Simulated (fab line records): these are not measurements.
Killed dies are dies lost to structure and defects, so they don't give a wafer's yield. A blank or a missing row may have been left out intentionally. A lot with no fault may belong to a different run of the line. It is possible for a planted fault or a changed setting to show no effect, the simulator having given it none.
Which of the tools did it?    flow gf180mcu    6 lots with 18 wafers sampled at 3 steps, on a route of 602 steps

## WHAT THE GAUGES READ, wafer by wafer
GF_TOP_METAL_RS_MEAS_05: the measuring method here is four-point-probe.
lot   measured      on             TOP_METAL_ALCU_RS (ohm/sq)
L847  day 27 05:26  film-metro-02  0.0329 0.0324 0.0328
L850  day 28 12:28  film-metro-03  0.0323 0.0324 0.0325
L851  day 29 06:20  film-metro-03  0.0330 0.0326 0.0326
L855  day 30 14:27  film-metro-01  0.0328 0.0329 0.0328
L863  day 32 04:30  film-metro-02  0.0325 0.0326 0.0328
L868  day 33 08:41  film-metro-01  0.0330 0.0330 0.0328

## WHAT TOOL EACH LOT RAN ON (gives the tool, then ch and the chambers of the sampled wafers, and finally the start)
lot   GF_VT_IMPLANT_DEVELOP_17           GF_V5_SPUTTER_22
L847  litho-track-04 ch 0, day 6 08:53   pvd-sputter-04, day 27 04:31
L850  litho-track-04 ch 0, day 7 09:25   pvd-sputter-02, day 28 11:37
L851  litho-track-02 ch 0, day 7 19:20   pvd-sputter-02, day 29 05:28
L855  litho-track-04 ch 0, day 9 03:07   pvd-sputter-01, day 30 13:33
L863  litho-track-04 ch 0, day 10 17:25  pvd-sputter-04, day 32 03:39
L868  litho-track-03 ch 0, day 12 02:47  pvd-sputter-02, day 33 07:49
- GF_VT_IMPLANT_DEVELOP_17: develop time 60 s.
- GF_V5_SPUTTER_22: material TiN, target thk 10 nm, time 40 s.

## THE ANSWER, worked out from the rows above alone
Rule: the usual values come from the lots themselves. Put in order of their means at a reading, lots are off if they are a third of the lots or fewer, leave a main group of 4 or more, and stand apart from it by a gap of 3 or more times the standard deviation of the main group's means; of several such gaps the widest counts. A main group whose means are all the same, to the digits that the tables above print for the reading, isn't used. A lot without any number at a reading at which 4 lots or more have one is off too. The other lots that the step has rows for count as sound.
None of the lots is off at any reading shown; this tells nothing.

## WHAT WAS PUT IN BY THE SIMULATOR
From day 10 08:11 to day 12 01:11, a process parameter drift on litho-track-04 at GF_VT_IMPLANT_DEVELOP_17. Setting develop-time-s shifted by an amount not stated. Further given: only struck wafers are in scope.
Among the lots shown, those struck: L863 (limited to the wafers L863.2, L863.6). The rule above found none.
